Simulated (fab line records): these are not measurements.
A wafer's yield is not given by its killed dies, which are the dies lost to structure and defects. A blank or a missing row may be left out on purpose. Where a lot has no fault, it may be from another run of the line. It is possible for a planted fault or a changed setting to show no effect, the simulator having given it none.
The tool behind it: which one? / flow sky130 / 36 wafers from 12 lots sampled at 2 of the route's 708 steps

WHAT THE GAUGES READ, wafer by wafer
SKY_METAL4_CD_MEAS_13 targets a cd of 300 nm. Usual: cd_nm reads 300.3 nm (standard deviation 1.2).
lot=L232; measured=day 41 04:35; on=cd_sem-02; cd_nm (nm)=299.7 300.4 299.8; flag=
lot=L234; measured=day 42 03:43; on=cd_sem-02; cd_nm (nm)=299.1 299.4 298.3; flag=
lot=L235; measured=day 42 07:17; on=cd_sem-01; cd_nm (nm)=300.6 300.8 300.2; flag=
lot=L236; measured=day 42 23:28; on=cd_sem-01; cd_nm (nm)=299.1 300.1 299.3; flag=
lot=L237; measured=day 43 00:28; on=cd_sem-02; cd_nm (nm)=301.8 301.7 303.2; flag=
lot=L242; measured=day 44 20:17; on=cd_sem-01; cd_nm (nm)=301.5 301.4 302.6; flag=
lot=L243; measured=day 45 01:20; on=cd_sem-02; cd_nm (nm)=300.9 301.2 301.1; flag=
lot=L245; measured=day 46 00:14; on=cd_sem-01; cd_nm (nm)=299.3 298.5 299.5; flag=
lot=L247; measured=day 46 11:49; on=cd_sem-01; cd_nm (nm)=299.5 299.7 300.8; flag=
lot=L249; measured=day 46 14:43; on=cd_sem-01; cd_nm (nm)=300.0 297.5 299.3; flag=
lot=L250; measured=day 46 17:20; on=cd_sem-01; cd_nm (nm)=299.9 298.3 297.8; flag=
lot=L251; measured=day 46 20:21; on=cd_sem-01; cd_nm (nm)=300.0 299.4 301.2; flag=

WHAT TOOL EACH LOT RAN ON (gives the tool, then ch and the chambers of the sampled wafers, and finally the start)
lot=L232; SKY_METAL3_STRIP_20=wet_bench-03 ch 3, day 37 23:04
lot=L234; SKY_METAL3_STRIP_20=wet_bench-04 ch 1, day 39 00:16
lot=L235; SKY_METAL3_STRIP_20=wet_bench-04 ch 2, day 39 02:16
lot=L236; SKY_METAL3_STRIP_20=wet_bench-03 ch 0, day 39 19:52
lot=L237; SKY_METAL3_STRIP_20=wet_bench-01 ch 3, day 39 20:16
lot=L242; SKY_METAL3_STRIP_20=wet_bench-04 ch 2, day 41 21:04
lot=L243; SKY_METAL3_STRIP_20=wet_bench-04 ch 0, day 41 23:34
lot=L245; SKY_METAL3_STRIP_20=wet_bench-04 ch 0, day 43 03:37
lot=L247; SKY_METAL3_STRIP_20=wet_bench-03 ch 0, day 43 16:47
lot=L249; SKY_METAL3_STRIP_20=wet_bench-03 ch 0, day 43 20:58
lot=L250; SKY_METAL3_STRIP_20=wet_bench-03 ch 0, day 43 22:25
lot=L251; SKY_METAL3_STRIP_20=wet_bench-03 ch 0, day 44 02:01
- SKY_METAL3_STRIP_20: strips in post etch residue remover, time 1200 s.

WHAT THE TOOLS THEMSELVES READ (means of the sampled wafers that have a number; where no wafer has one, the mark that the record gives instead)
SKY_METAL3_STRIP_20. Usual: bath_heat_duty_pct reads 15.2 % (standard deviation 1.8).
lot=L232; tool=wet_bench-03; bath_heat_duty_pct (%)=13.2; flag=
lot=L234; tool=wet_bench-04; bath_heat_duty_pct (%)=17.9; flag=
lot=L235; tool=wet_bench-04; bath_heat_duty_pct (%)=15.9; flag=
lot=L236; tool=wet_bench-03; bath_heat_duty_pct (%)=16.6; flag=
lot=L237; tool=wet_bench-01; bath_heat_duty_pct (%)=18.4; flag=
lot=L242; tool=wet_bench-04; bath_heat_duty_pct (%)=14.9; flag=
lot=L243; tool=wet_bench-04; bath_heat_duty_pct (%)=13.4; flag=
lot=L245; tool=wet_bench-04; bath_heat_duty_pct (%)=13.2; flag=
lot=L247; tool=wet_bench-03; bath_heat_duty_pct (%)=17.4; flag=
lot=L249; tool=wet_bench-03; bath_heat_duty_pct (%)=17.7; flag=
lot=L250; tool=wet_bench-03; bath_heat_duty_pct (%)=17.0; flag=
lot=L251; tool=wet_bench-03; bath_heat_duty_pct (%)=15.5; flag=

THE ANSWER, worked out from the rows above alone
Rule: take the mean of a lot's wafers that have a number; if it is more than 3 standard deviations from the usual mean, the lot is off. Also off: a lot with no number at a reading for which 4 or more lots have one. The other lots that the step has rows for count as sound. The gauges are gone through in route order, then the tools' own readings, and for those a lot's mean is taken as printed above. The first step at which some lot is off is used, and at that step the reading that is off furthest; a lot without a number counts as furthest.
Nothing can be told from this: no lot is off at any reading shown.

WHAT HAD BEEN PUT IN BY THE SIMULATOR
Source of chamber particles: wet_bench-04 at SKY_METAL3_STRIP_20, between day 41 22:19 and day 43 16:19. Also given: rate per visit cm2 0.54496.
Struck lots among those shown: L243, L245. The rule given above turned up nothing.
